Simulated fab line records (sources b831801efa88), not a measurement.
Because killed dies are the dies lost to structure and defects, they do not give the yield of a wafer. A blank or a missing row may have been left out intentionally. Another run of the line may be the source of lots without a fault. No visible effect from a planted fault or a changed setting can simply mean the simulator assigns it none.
A lot that was struck, set against a sound lot ; flow sky130 ; 14 steps out of a route of 708
Sound: wafers L237.1, L237.2, L237.5. Wafers L249.1, L249.3, L249.6 were the ones struck. At the end, the cause is stated.
Per side, at each step with rows, come the tool, then ch with its chambers, and then its first start. Under that, the readings that differ: sound wafers ; struck wafers ; difference of the means ; sigmas: that difference in standard deviations of wafers without a fault.
alike: words and numbers the same on both sides, and readings whose means are apart by under 2 such deviations; not compared: readings that were withheld, readings missing a value for some wafer, numbers with overlapping values and no deviation given by the record, and bounds like >300 which may hide the same value.
The two part at a step that has a row with sigmas, a row that says differs or no value, or rows on one side only. Numbers that don't overlap but have no deviation are shown without sigmas and don't part them. A reading that every wafer of one side lacks parts them only if that side has two wafers or more.

first, 1 step without rows for these wafers: SKY_VIA2_ETCH_15 (etches SiO2 in C4F8/O2/Ar, stops on TiN, target depth 546 nm, time 84 s).
SKY_VIA2_STRIP_16: strips in O2/N2.
  sound on plasma asher-02 ch 0,1, day 38 10:02; struck on plasma asher-01 ch 0,1, day 42 00:32
  alike: chamber pressure mTorr, drypump motor current A, oes product au, strip time to endpoint s
  not compared: rf hours counter h
then, 3 steps without rows for these wafers: SKY_VIA2_STRIP_17 (strips in post etch residue remover, time 1200 s); SKY_VIA2_CLEAN_18 (cleans in IPA, time 180 s); SKY_VIA2_CLEAN_19 (cleans in O3/DIW).
SKY_VIA2_SPUTTER_20: material TiN, target thk 20 nm, time 80 s.
  sound: pvd sputter-03 at day 38 10:43; struck: pvd sputter-04 at day 42 01:13
  alike: cathode dc power W, chamber pressure pa, throttle valve pct
SKY_VIA2_CVD_21: deposits W, target thk 420 nm, time 126.4 s.
  sound on cvd w-02 ch 0,1, day 38 10:46; struck on cvd w-01 ch 1, day 42 01:17
  alike: heater power w
SKY_VIA2_RS_MEAS_22: a four-point-probe measurement.
  sound: film metro-02 at day 38 10:54; struck: film metro-01 at day 42 01:25
  alike: VIA2_W_RS
SKY_VIA2_THK_MEAS_23: measures by xrf.
  sound: film metro-02 at day 38 11:01; struck: film metro-01 at day 42 01:32
  alike: VIA2_W_THK
SKY_VIA2_CMP_24: polishes, stops on SiO2, t overpolish 20 s, target thk 0 nm.
  sound on cmp-02 ch 0,2,3, day 38 11:16; struck on cmp-02 ch 0,2,3, day 42 01:41
  alike: motor current A, overpolish run s, platen rpm, slurry filter dp kPa, time to endpoint s
then, 2 steps without rows for these wafers: SKY_METAL3_SPUTTER_00 (material Ti, target thk 15 nm, time 10 s); SKY_METAL3_SPUTTER_01 (material TiN, target thk 20 nm, time 16.7 s).
SKY_METAL3_SPUTTER_02: material AlCu, target thk 735 nm, time 39.1 s.
  sound: pvd sputter-04 at day 38 11:37; struck: pvd sputter-02 at day 42 01:56
  no value came back on the struck wafers for cathode dc power W (W), chamber pressure pa (Pa), throttle valve pct (%); on the sound wafers cathode dc power W (W) reads 10596 10597 10599
SKY_METAL3_SPUTTER_03: material Ti, target thk 5 nm, time 3.3 s.
  sound: pvd sputter-04 at day 38 11:39; struck: pvd sputter-02 at day 42 01:58
  alike: cathode dc power W, chamber pressure pa, throttle valve pct

WHERE THEY PART
Only at SKY_METAL3_SPUTTER_02, as far as this record shows. Later steps at which nothing parts them and some readings are alike: SKY_METAL3_SPUTTER_03.

WHY: whatever the simulator had introduced
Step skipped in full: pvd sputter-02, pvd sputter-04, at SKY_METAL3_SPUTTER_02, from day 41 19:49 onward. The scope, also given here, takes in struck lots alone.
